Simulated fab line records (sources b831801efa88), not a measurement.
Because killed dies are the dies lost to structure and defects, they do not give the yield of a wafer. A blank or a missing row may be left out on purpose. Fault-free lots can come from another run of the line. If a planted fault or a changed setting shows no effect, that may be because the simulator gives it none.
fab line records + flow gf180mcu
record:
- lots: 11
- wafers: 33
- last_day: 35
route steps=602 shown CONTACT@288 M1@315
lots untouched by any fault: they come from a run of this same line in which no faults occurred
start_h: hours from the record's opening day to when the first of the lot's shown wafers began + wait_h: time in hours since the lot's previous step + " same as the row above + L1.1+2: a single row standing in for several wafers + - no value, or no start given + * or withheld: withheld + < > ~ a bound
route shown NAME@n: names a module that has steps shown in the file, with the first one's number in the route + usual: mean/standard deviation of fault-free wafers + same: alike in all rows + chamber/n: place in a boat + sites: the reading at each site + _std_site: standard deviation of those values + _edge_site: the outer-site mean with the inner-site mean subtracted + radius_mm: how far each site lies from the wafer's centre + mask NAME#n: copy n + behind: the most recent tool/chamber to have shaped the wafer + hold: why the lot was held/for how many hours/how that ended + device: the n, p or np transistor that did not switch + end of line: tests of these same wafers at the route's end + a step given without rows: its recipe and nothing more + killed: dies that structure and defects cost at the first sort, which is not the same as the wafer's yield + map: a wafer's dies, x killed, . not, _ none there
set.NAME: the setting that was run; set.NAME@STEP: the one run at that earlier step + model.NAME: the simulator's own value behind a step, which no gauge read
route steps across a sampled set of lots; one table per step, one row per wafer
services: from which hour (start_h, from the record's first day; less than 0 if before it) a tool's chamber was out of use, for how many hours, and why
== steps ==
step: GF_CONTACT_THK_MEAS_01
recipe:
- reads: SiO2_of_CONTACT_CVD_00
usual:
- CONTACT_CVD_00_THK: 299/3.3
| lot.wafer | tool          | chamber | start_h | wait_h | CONTACT_CVD_00_THK[nm] |
|-----------|---------------|---------|---------|--------|------------------------|
| L431.2    | film_metro-04 | -       | 360.79  | 0.0    | 292                    |
| L431.3    | "             | -       | "       | "      | 303                    |
| L431.4    | "             | -       | "       | "      | 300                    |
| L432.4    | film_metro-04 | -       | 368.58  | 0.0    | 302                    |
| L432.5    | "             | -       | "       | "      | 302                    |
| L432.6    | "             | -       | "       | "      | 298                    |
| L433.1    | film_metro-03 | -       | 373.44  | 0.0    | 299                    |
| L433.2    | "             | -       | "       | "      | 303                    |
| L433.3    | "             | -       | "       | "      | 304                    |
| L434.1    | film_metro-01 | -       | 389.46  | 0.0    | 300                    |
| L434.2    | "             | -       | "       | "      | 298                    |
| L434.4    | "             | -       | "       | "      | 299                    |
| L444.1    | film_metro-03 | -       | 470.23  | 0.0    | 300                    |
| L444.3    | "             | -       | "       | "      | 302                    |
| L444.4    | "             | -       | "       | "      | 300                    |
| L446.1    | film_metro-03 | -       | 488.53  | 0.0    | 301                    |
| L446.2    | "             | -       | "       | "      | 304                    |
| L446.5    | "             | -       | "       | "      | 303                    |
| L448.1    | film_metro-04 | -       | 504.10  | 0.0    | 301                    |
| L448.3    | "             | -       | "       | "      | 297                    |
| L448.6    | "             | -       | "       | "      | 303                    |
| L449.3    | film_metro-03 | -       | 508.85  | 0.0    | 299                    |
| L449.4    | "             | -       | "       | "      | 297                    |
| L449.6    | "             | -       | "       | "      | 297                    |
| L452.1    | film_metro-01 | -       | 532.30  | 0.0    | 296                    |
| L452.3    | "             | -       | "       | "      | 297                    |
| L452.6    | "             | -       | "       | "      | 299                    |
| L453.2    | film_metro-04 | -       | 539.99  | 0.0    | 302                    |
| L453.4    | "             | -       | "       | "      | 303                    |
| L453.5    | "             | -       | "       | "      | 300                    |
| L454.3    | film_metro-01 | -       | 550.01  | 0.0    | 301                    |
| L454.5    | "             | -       | "       | "      | 301                    |
| L454.6    | "             | -       | "       | "      | 299                    |
step: GF_CONTACT_STRIP_18
recipe:
- chemistry: O2/N2
- power_w: 1400
- pressure_mtorr: 1500
- platen_temp_c: 250
- o2_flow_sccm: 3000
- n2_flow_sccm: 300
- overash_fraction: 0.5
usual:
- drypump_motor_current_A: 5.9/0.52
- heater_power_w: 325/13
- oes_product_au: 0.580/0.0047
| lot.wafer | tool            | chamber | start_h | wait_h | drypump_motor_current_A | heater_power_w | oes_product_au | rf_hours_counter_h |
|-----------|-----------------|---------|---------|--------|-------------------------|----------------|----------------|--------------------|
| L431.2    | plasma_asher-01 | 0       | 385.24  | -      | 5.2                     | 315            | 0.578          | 70                 |
| L431.3    | "               | 0       | "       | "      | 5.2                     | 320            | 0.578          | -                  |
| L431.4    | "               | 1       | "       | "      | 5.9                     | 315            | 0.587          | -                  |
| L432.4    | plasma_asher-03 | 1       | 393.32  | -      | 5.2                     | 316            | 0.588          | -                  |
| L432.5    | "               | 1       | "       | "      | 5.2                     | 325            | 0.577          | -                  |
| L432.6    | "               | 0       | "       | "      | 6.2                     | 325            | 0.571          | -                  |
| L433.1    | plasma_asher-03 | 0       | 397.78  | -      | 6.2                     | 327            | 0.574          | 62                 |
| L433.2    | "               | 1       | "       | "      | 5.2                     | 302            | 0.583          | 62                 |
| L433.3    | "               | 0       | "       | "      | 6.2                     | 329            | 0.577          | -                  |
| L434.1    | plasma_asher-03 | 0       | 413.57  | -      | 6.2                     | 335            | 0.571          | 64                 |
| L434.2    | "               | 1       | "       | "      | 5.2                     | 307            | 0.578          | 64                 |
| L434.4    | "               | 1       | "       | "      | 5.2                     | 300            | 0.578          | -                  |
| L444.1    | plasma_asher-01 | 1       | 495.49  | -      | 5.9                     | 322            | 0.593          | 6                  |
| L444.3    | "               | 1       | "       | "      | 5.9                     | 322            | 0.576          | -                  |
| L444.4    | "               | 0       | "       | "      | 5.3                     | 324            | 0.584          | -                  |
| L446.1    | plasma_asher-03 | 1       | 513.44  | -      | 5.2                     | 313            | 0.583          | 75                 |
| L446.2    | "               | 0       | "       | "      | 6.2                     | 323            | 0.579          | 75                 |
| L446.5    | "               | 1       | "       | "      | 5.2                     | 311            | 0.582          | -                  |
| L448.1    | plasma_asher-03 | 1       | 529.05  | -      | 5.2                     | 308            | 0.579          | 77                 |
| L448.3    | "               | 1       | "       | "      | 5.2                     | 306            | 0.586          | -                  |
| L448.6    | "               | 1       | "       | "      | 5.2                     | 311            | 0.583          | -                  |
| L449.3    | plasma_asher-04 | 1       | 533.72  | -      | 6.7                     | 317            | 0.576          | -                  |
| L449.4    | "               | 0       | "       | "      | 6.1                     | 346            | 0.578          | -                  |
| L449.6    | "               | 0       | "       | "      | 6.1                     | 345            | 0.583          | -                  |
| L452.1    | plasma_asher-01 | 0       | 555.69  | -      | 5.2                     | 328            | 0.579          | 13                 |
| L452.3    | "               | 0       | "       | "      | 5.2                     | 326            | 0.580          | -                  |
| L452.6    | "               | 0       | "       | "      | 5.2                     | 324            | 0.579          | -                  |
| L453.2    | plasma_asher-01 | 0       | 563.29  | -      | 5.2                     | 319            | 0.583          | 13                 |
| L453.4    | "               | 1       | "       | "      | 5.9                     | 323            | 0.580          | -                  |
| L453.5    | "               | 1       | "       | "      | 5.9                     | 322            | 0.575          | -                  |
| L454.3    | plasma_asher-04 | 0       | 572.37  | -      | 6.1                     | 350            | 0.576          | -                  |
| L454.5    | "               | 1       | "       | "      | 6.7                     | 320            | 0.587          | -                  |
| L454.6    | "               | 0       | "       | "      | 6.1                     | 346            | 0.576          | -                  |
step: GF_CONTACT_CVD_24
recipe:
- material: W
- target_thk_nm: 300
- time_s: 90.339
- temp_c: 400
- pressure_torr: 40
usual:
- heater_power_outer_w: 539/40
- heater_power_w: 875/22
- susceptor_temp_C: 399.99/0.19
| lot.wafer | tool     | chamber | start_h | wait_h | heater_power_outer_w | heater_power_w | susceptor_temp_C |
|-----------|----------|---------|---------|--------|----------------------|----------------|------------------|
| L431.2    | cvd_w-02 | 1       | 385.65  | 0.0    | 507                  | 876            | 400.09           |
| L431.3    | "        | 1       | "       | "      | 522                  | 863            | 400.10           |
| L431.4    | "        | 0       | "       | "      | 598                  | 866            | 400.24           |
| L432.4    | cvd_w-02 | 1       | 393.80  | 0.1    | 517                  | 866            | 399.88           |
| L432.5    | "        | 1       | "       | "      | 499                  | 861            | 400.00           |
| L432.6    | "        | 1       | "       | "      | 509                  | 857            | 400.18           |
| L433.1    | cvd_w-02 | 1       | 398.18  | 0.0    | 508                  | 893            | 400.32           |
| L433.2    | "        | 0       | "       | "      | 433                  | 674            | 355.72           |
| L433.3    | "        | 1       | "       | "      | 505                  | 865            | 399.91           |
| L434.1    | cvd_w-02 | 0       | 413.97  | 0.0    | 430                  | 652            | 355.76           |
| L434.2    | "        | 1       | "       | "      | 514                  | 888            | 399.64           |
| L434.4    | "        | 1       | "       | "      | 509                  | 863            | 399.97           |
| L444.1    | cvd_w-01 | 1       | 495.89  | 0.0    | 531                  | 897            | 399.94           |
| L444.3    | "        | 1       | "       | "      | 549                  | 878            | 400.22           |
| L444.4    | "        | 0       | "       | "      | 499                  | 857            | 399.92           |
| L446.1    | cvd_w-02 | 0       | 513.84  | 0.0    | 594                  | 884            | 399.83           |
| L446.2    | "        | 1       | "       | "      | 514                  | 863            | 400.26           |
| L446.5    | "        | 1       | "       | "      | 512                  | 869            | 400.03           |
| L448.1    | cvd_w-02 | 0       | 529.45  | 0.0    | 613                  | 882            | 399.86           |
| L448.3    | "        | 0       | "       | "      | 611                  | 873            | 400.10           |
| L448.6    | "        | 0       | "       | "      | 608                  | 895            | 400.22           |
| L449.3    | cvd_w-02 | 1       | 534.11  | 0.1    | 506                  | 904            | 399.66           |
| L449.4    | "        | 0       | "       | "      | 611                  | 889            | 400.10           |
| L449.6    | "        | 1       | "       | "      | 527                  | 882            | 399.93           |
| L452.1    | cvd_w-01 | 0       | 556.10  | 0.0    | 515                  | 839            | 399.99           |
| L452.3    | "        | 1       | "       | "      | 530                  | 923            | 399.76           |
| L452.6    | "        | 1       | "       | "      | 526                  | 893            | 400.09           |
| L453.2    | cvd_w-02 | 0       | 563.72  | 0.0    | 615                  | 889            | 399.64           |
| L453.4    | "        | 0       | "       | "      | 596                  | 887            | 400.00           |
| L453.5    | "        | 1       | "       | "      | 508                  | 873            | 400.18           |
| L454.3    | cvd_w-01 | 0       | 572.77  | 0.1    | 496                  | 864            | 399.90           |
| L454.5    | "        | 0       | "       | "      | 508                  | 848            | 400.18           |
| L454.6    | "        | 1       | "       | "      | 533                  | 893            | 399.96           |
step: GF_CONTACT_RS_MEAS_25
recipe:
- thk_meas_gauge: four-point-probe
- reads: W_of_CONTACT_CVD_24+TiN_of_CONTACT_SPUTTER_23+Ti_of_CONTACT_SPUTTER_22
usual:
- CONTACT_W_RS: 0.380/0.0047
| lot.wafer | tool          | chamber | start_h | wait_h | CONTACT_W_RS[ohm/sq] |
|-----------|---------------|---------|---------|--------|----------------------|
| L431.2    | film_metro-03 | -       | 385.77  | 0.1    | 0.380                |
| L431.3    | "             | -       | "       | "      | 0.379                |
| L431.4    | "             | -       | "       | "      | 0.379                |
| L432.4    | film_metro-01 | -       | 393.96  | 0.1    | 0.382                |
| L432.5    | "             | -       | "       | "      | 0.381                |
| L432.6    | "             | -       | "       | "      | 0.380                |
| L433.1    | film_metro-03 | -       | 398.28  | 0.1    | 0.378                |
| L433.2    | "             | -       | "       | "      | 0.871                |
| L433.3    | "             | -       | "       | "      | 0.380                |
| L434.1    | film_metro-03 | -       | 414.07  | 0.1    | 0.864                |
| L434.2    | "             | -       | "       | "      | 0.378                |
| L434.4    | "             | -       | "       | "      | 0.378                |
| L444.1    | film_metro-01 | -       | 495.99  | 0.1    | 0.378                |
| L444.3    | "             | -       | "       | "      | 0.375                |
| L444.4    | "             | -       | "       | "      | 0.389                |
| L446.1    | film_metro-01 | -       | 513.94  | 0.1    | 0.385                |
| L446.2    | "             | -       | "       | "      | 0.381                |
| L446.5    | "             | -       | "       | "      | 0.385                |
| L448.1    | film_metro-04 | -       | 529.55  | 0.1    | 0.384                |
| L448.3    | "             | -       | "       | "      | 0.384                |
| L448.6    | "             | -       | "       | "      | 0.382                |
| L449.3    | film_metro-04 | -       | 534.22  | 0.1    | 0.381                |
| L449.4    | "             | -       | "       | "      | 0.386                |
| L449.6    | "             | -       | "       | "      | 0.381                |
| L452.1    | film_metro-04 | -       | 556.20  | 0.1    | 0.384                |
| L452.3    | "             | -       | "       | "      | 0.373                |
| L452.6    | "             | -       | "       | "      | 0.372                |
| L453.2    | film_metro-04 | -       | 563.84  | 0.1    | 0.384                |
| L453.4    | "             | -       | "       | "      | 0.379                |
| L453.5    | "             | -       | "       | "      | 0.382                |
| L454.3    | film_metro-03 | -       | 572.88  | 0.1    | 0.387                |
| L454.5    | "             | -       | "       | "      | 0.391                |
| L454.6    | "             | -       | "       | "      | 0.380                |
step: GF_CONTACT_THK_MEAS_26
recipe:
- thk_meas_gauge: xrf
- reads: W_of_CONTACT_CVD_24
usual:
- CONTACT_W_THK: 309/4.8
| lot.wafer | tool          | chamber | start_h | wait_h | CONTACT_W_THK[nm] |
|-----------|---------------|---------|---------|--------|-------------------|
| L431.2    | film_metro-03 | -       | 385.88  | 0.1    | 309               |
| L431.3    | "             | -       | "       | "      | 308               |
| L431.4    | "             | -       | "       | "      | 309               |
| L432.4    | film_metro-01 | -       | 394.05  | 0.1    | 308               |
| L432.5    | "             | -       | "       | "      | 308               |
| L432.6    | "             | -       | "       | "      | 309               |
| L433.1    | film_metro-03 | -       | 398.40  | 0.1    | 310               |
| L433.2    | "             | -       | "       | "      | 135               |
| L433.3    | "             | -       | "       | "      | 309               |
| L434.1    | film_metro-03 | -       | 414.19  | 0.1    | 137               |
| L434.2    | "             | -       | "       | "      | 311               |
| L434.4    | "             | -       | "       | "      | 312               |
| L444.1    | film_metro-01 | -       | 496.11  | 0.1    | 308               |
| L444.3    | "             | -       | "       | "      | 311               |
| L444.4    | "             | -       | "       | "      | 297               |
| L446.1    | film_metro-01 | -       | 514.06  | 0.1    | 302               |
| L446.2    | "             | -       | "       | "      | 307               |
| L446.5    | "             | -       | "       | "      | 303               |
| L448.1    | film_metro-04 | -       | 529.67  | 0.1    | 306               |
| L448.3    | "             | -       | "       | "      | 306               |
| L448.6    | "             | -       | "       | "      | 307               |
| L449.3    | film_metro-04 | -       | 534.32  | 0.1    | 309               |
| L449.4    | "             | -       | "       | "      | 303               |
| L449.6    | "             | -       | "       | "      | 310               |
| L452.1    | film_metro-04 | -       | 556.32  | 0.1    | 306               |
| L452.3    | "             | -       | "       | "      | 315               |
| L452.6    | "             | -       | "       | "      | 316               |
| L453.2    | film_metro-04 | -       | 563.95  | 0.1    | 306               |
| L453.4    | "             | -       | "       | "      | 311               |
| L453.5    | "             | -       | "       | "      | 307               |
| L454.3    | film_metro-03 | -       | 572.98  | 0.1    | 308               |
| L454.5    | "             | -       | "       | "      | 306               |
| L454.6    | "             | -       | "       | "      | 314               |
step: GF_CONTACT_CMP_27
recipe:
- stop_on: SiO2
- down_force_psi: 3.5
- platen_rpm: 60
- t_overpolish_s: 15
- target_thk_nm: 0
- pad_velocity_m_s: 0.94248
usual:
- motor_current_A: 11.5/0.51
- time_to_endpoint_s: 71/4
| lot.wafer | tool   | chamber | start_h | wait_h | motor_current_A | time_to_endpoint_s |
|-----------|--------|---------|---------|--------|-----------------|--------------------|
| L431.4    | cmp-01 | 2       | 385.93  | 0.0    | 11.1            | 73                 |
| L431.3    | "      | 3       | "       | "      | 12.1            | 69                 |
| L431.2    | "      | 1       | "       | "      | 11.8            | 68                 |
| L432.4    | cmp-01 | 2       | 394.23  | 0.2    | 10.7            | 72                 |
| L432.6    | "      | 3       | "       | "      | 10.8            | 68                 |
| L432.5    | "      | 0       | "       | "      | 11.5            | 68                 |
| L433.1    | cmp-01 | 2       | 398.46  | 0.1    | 11.8            | 77                 |
| L433.3    | "      | 0       | "       | "      | 11.5            | 69                 |
| L433.2    | "      | 1       | "       | "      | 11.5            | 31                 |
| L434.4    | cmp-01 | 2       | 414.25  | 0.0    | 11.7            | 75                 |
| L434.2    | "      | 0       | "       | "      | 11.7            | 69                 |
| L434.1    | "      | 1       | "       | "      | 11.2            | 27                 |
| L444.4    | cmp-02 | 0       | 496.17  | 0.0    | 11.5            | 76                 |
| L444.3    | "      | 2       | "       | "      | 12.0            | 75                 |
| L444.1    | "      | 3       | "       | "      | 11.5            | 81                 |
| L446.1    | cmp-01 | 0       | 514.17  | 0.1    | 11.5            | 67                 |
| L446.2    | "      | 2       | "       | "      | 11.7            | 74                 |
| L446.5    | "      | 3       | "       | "      | 11.2            | 68                 |
| L448.3    | cmp-01 | 1       | 529.78  | 0.1    | 11.6            | 67                 |
| L448.1    | "      | 3       | "       | "      | 11.2            | 69                 |
| L448.6    | "      | 1       | "       | "      | 11.8            | 69                 |
| L449.4    | cmp-02 | 0       | 534.41  | 0.1    | 12.1            | 80                 |
| L449.3    | "      | 2       | "       | "      | 12.0            | 75                 |
| L449.6    | "      | 3       | "       | "      | 11.5            | 82                 |
| L452.1    | cmp-01 | 1       | 556.38  | 0.1    | 11.2            | 67                 |
| L452.3    | "      | 0       | "       | "      | 11.9            | 68                 |
| L452.6    | "      | 1       | "       | "      | 10.8            | 70                 |
| L453.2    | cmp-01 | 1       | 564.15  | 0.2    | 11.2            | 69                 |
| L453.4    | "      | 3       | "       | "      | 11.3            | 71                 |
| L453.5    | "      | 1       | "       | "      | 10.9            | 71                 |
| L454.3    | cmp-01 | 2       | 573.17  | 0.2    | 11.6            | 73                 |
| L454.6    | "      | 3       | "       | "      | 11.2            | 71                 |
| L454.5    | "      | 0       | "       | "      | 11.9            | 66                 |
step: GF_M1_SPUTTER_00
recipe:
- material: Ti
- target_thk_nm: 37.5
- arriving_ion_energy_ev: 80
- substrate_temp_c: 200
- chamber_pressure_pa: 2
- power_w: 4000
- time_s: 150
usual:
- throttle_valve_pct: 29.5/1.2
| lot.wafer | tool           | chamber | start_h | wait_h | throttle_valve_pct |
|-----------|----------------|---------|---------|--------|--------------------|
| L431.2    | pvd_sputter-04 | -       | 386.23  | 0.1    | 30.3               |
| L431.3    | "              | -       | "       | "      | 30.2               |
| L431.4    | "              | -       | "       | "      | 27.7               |
| L432.4    | pvd_sputter-03 | -       | 394.38  | 0.1    | 27.6               |
| L432.5    | "              | -       | "       | "      | 28.9               |
| L432.6    | "              | -       | "       | "      | 29.5               |
| L433.1    | pvd_sputter-04 | -       | 398.76  | 0.2    | 29.3               |
| L433.2    | "              | -       | "       | "      | 30.2               |
| L433.3    | "              | -       | "       | "      | 29.9               |
| L434.1    | pvd_sputter-03 | -       | 414.55  | 0.1    | 28.5               |
| L434.2    | "              | -       | "       | "      | 29.7               |
| L434.4    | "              | -       | "       | "      | 31.4               |
| L444.1    | pvd_sputter-01 | -       | 496.47  | 0.1    | 29.2               |
| L444.3    | "              | -       | "       | "      | 30.5               |
| L444.4    | "              | -       | "       | "      | 30.7               |
| L446.1    | pvd_sputter-01 | -       | 514.42  | 0.2    | 31.0               |
| L446.2    | "              | -       | "       | "      | 30.3               |
| L446.5    | "              | -       | "       | "      | 29.1               |
| L448.1    | pvd_sputter-03 | -       | 530.03  | 0.1    | 29.6               |
| L448.3    | "              | -       | "       | "      | 27.7               |
| L448.6    | "              | -       | "       | "      | 31.5               |
| L449.3    | pvd_sputter-03 | -       | 534.66  | 0.1    | 27.7               |
| L449.4    | "              | -       | "       | "      | 29.7               |
| L449.6    | "              | -       | "       | "      | 28.7               |
| L452.1    | pvd_sputter-01 | -       | 556.68  | 0.2    | 30.9               |
| L452.3    | "              | -       | "       | "      | 29.0               |
| L452.6    | "              | -       | "       | "      | 30.5               |
| L453.2    | pvd_sputter-03 | -       | 564.40  | 0.2    | 29.9               |
| L453.4    | "              | -       | "       | "      | 27.6               |
| L453.5    | "              | -       | "       | "      | 27.4               |
| L454.3    | pvd_sputter-03 | -       | 573.32  | 0.1    | 27.8               |
| L454.5    | "              | -       | "       | "      | 28.7               |
| L454.6    | "              | -       | "       | "      | 29.7               |
== services ==
| tool            | chamber | start_h | hours | kind   |
|-----------------|---------|---------|-------|--------|
| pvd_sputter-04  | -       | 363.58  | 10.2  | repair |
| cmp-01          | -       | 367.57  | 5.1   | pm     |
| plasma_asher-01 | -       | 377.63  | 0.5   | repair |
| cvd_w-02        | -       | 382.43  | 1.7   | repair |
| pvd_sputter-03  | -       | 382.89  | 10.0  | repair |
| plasma_asher-04 | -       | 384.83  | 0.8   | repair |
| cvd_w-01        | -       | 390.00  | 14.0  | pm     |
| cvd_w-02        | 0       | 392.26  | 3.8   | repair |
| cmp-01          | -       | 404.28  | 4.0   | pm     |
| cmp-01          | -       | 417.19  | 0.5   | repair |
| plasma_asher-01 | -       | 421.25  | 9.0   | pm     |
| cvd_w-02        | 1       | 421.84  | 15.1  | repair |
| cmp-01          | -       | 432.03  | 1.8   | repair |
| cmp-02          | -       | 444.17  | 1.0   | repair |
| cmp-02          | -       | 448.71  | 0.8   | repair |
| plasma_asher-04 | -       | 453.79  | 4.3   | pm     |
| cmp-01          | -       | 461.29  | 2.0   | repair |
| cmp-02          | -       | 464.00  | 8.0   | pm     |
| pvd_sputter-04  | -       | 469.47  | 1.9   | repair |
| cmp-02          | -       | 479.21  | 4.0   | repair |
| plasma_asher-01 | -       | 481.89  | 3.3   | repair |
| cmp-01          | -       | 498.12  | 2.3   | repair |
| pvd_sputter-01  | -       | 539.03  | 2.9   | repair |
| plasma_asher-01 | -       | 568.80  | 6.6   | repair |
== key ==
first_sign:
- step: GF_CONTACT_CVD_24
- reading: susceptor_temp_C
- direction: down
- sigmas: 99+
- usual: *
- struck: *
effect:
- step: GF_CONTACT_CVD_24
- reading: heater_power_w
- direction: down
- sigmas: 9.8
- usual: 875
- struck: 663
effect:
- step: GF_CONTACT_RS_MEAS_25
- reading: CONTACT_W_RS
- direction: up
- sigmas: 99+
- usual: 0.380
- struck: 0.868
effect:
- step: GF_CONTACT_THK_MEAS_26
- reading: CONTACT_W_THK
- direction: down
- sigmas: 36
- usual: 309
- struck: 136
effect:
- step: GF_CONTACT_CMP_27
- reading: time_to_endpoint_s
- direction: down
- sigmas: 11
- usual: *
- struck: *
met_at GF_CONTACT_CVD_24
struck_lots L433,L434
struck_wafers L433.2,L434.1
tester_left_out L433,L434
not_acting_at GF_CONTACT_THK_MEAS_01,GF_CONTACT_STRIP_18,GF_M1_SPUTTER_00
onset_between 385.65 398.18
fault:
- kind: process_parameter_drift
- tool: cvd_w-02
- chamber: 0
- onset_h: 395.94
- steps: GF_CONTACT_CVD_24
- channel: temp_c
- offset: *
- shape: step
- end_h: 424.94
- acts_in: *
- stated: *
tester_left_out: of these lots the tester's yield and bins aren't shown, on N5 and GAA mostly nor the transistor test; their killed dies are dies lost to structure and defects alone, not to doping, threshold or leakage, so they don't give the yield
